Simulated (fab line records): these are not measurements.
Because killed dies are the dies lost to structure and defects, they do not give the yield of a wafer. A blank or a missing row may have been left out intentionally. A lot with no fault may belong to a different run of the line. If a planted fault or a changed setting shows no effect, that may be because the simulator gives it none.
2 desks, one fault | flow gf180mcu | every desk sees just its own numbers, and what lay behind them comes last

== FOR THE TOOL OWNER'S DESK: litho-track-04 ==
At GF_V2_SOFTBAKE_10 (time 60 s), the tool's own readings, given per lot that ran on this tool as the mean of the sampled wafers with a number. Any lot whose mean is over 4 standard deviations away from the usual mean is out of limits and marked OUT; that distance is given in the brackets.
Columns: A = heater-power-total-W at GF_V2_SOFTBAKE_10, usual 93.05 W; B = run-length-s at GF_V2_SOFTBAKE_10, usual 89.24 s
lot  | first seen here | A                        | B
L324 | day 22 21:00    | 93.03                    | 88.90
L330 | day 24 18:00    | 93.04                    | 89.10
L331 | day 25 06:00    | 116.01 (+99 or more) OUT | 59.03 (-99 or more) OUT
L333 | day 25 18:00    | 116.00 (+99 or more) OUT | 58.94 (-99 or more) OUT
Finding of this desk: L331, L333 out of limits; the first was L331 at day 25 06:00, on heater-power-total-W at GF_V2_SOFTBAKE_10. Within limits: L324, L330.

== AT THE METROLOGY DESK ==
Means of the sampled wafers that have a number, per lot and without regard to the tool the lot ran on: this is what the gauges read. Any lot whose mean is over 4 standard deviations away from the usual mean is out of limits and marked OUT; that distance is given in the brackets.
Columns: A = M2_OVL at GF_M2_OVL_MEAS_15, usual 0 nm; B = cd-nm at GF_V2_CD_MEAS_14, usual 260.0 nm
lot  | first seen here | A  | B
L316 | day 19 01:30    | 2  | 259.7
L318 | day 20 00:10    | 10 | 260.2
L320 | day 20 17:04    | 1  | 259.2
L323 | day 22 00:10    | 10 | 257.9
L324 | day 22 08:18    | 3  | 258.5
L325 | day 22 19:42    | 2  | 261.0
L326 | day 23 01:34    | -5 | 260.7
L330 | day 24 06:07    | 7  | 262.7
L331 | day 24 18:21    | -1 | 248.6 (-8.8) OUT
L333 | day 25 06:12    | 4  | 250.4 (-7.4) OUT
L337 | day 26 15:10    | -1 | 260.7
L338 | day 26 20:45    | 0  | 260.8
L339 | day 27 04:48    | -6 | 261.8
Finding of this desk: L331, L333 out of limits; the first was L331 at day 25 17:14, on cd-nm at GF_V2_CD_MEAS_14. Within limits: L316, L318, L320, L323, L324, L325, L326, L330, L337, L338, L339.

== BROUGHT TOGETHER ==
On L331, L333, at day 25 06:00, an alarm was possible from the tool owner's desk.
An alarm was possible from the metrology desk at day 25 17:14, on L331, L333.
Every lot named ran GF_V2_SOFTBAKE_10 on litho-track-04.

== WHAT THE SIMULATOR HAD PUT IN ==
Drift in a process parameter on litho-track-04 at GF_V2_SOFTBAKE_10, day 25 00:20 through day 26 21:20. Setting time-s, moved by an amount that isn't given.
Struck lots among those shown: L331, L333.
Time in hours from fault onset to the first out-of-limits reading at each desk: tool owner's desk 6, metrology desk 17.
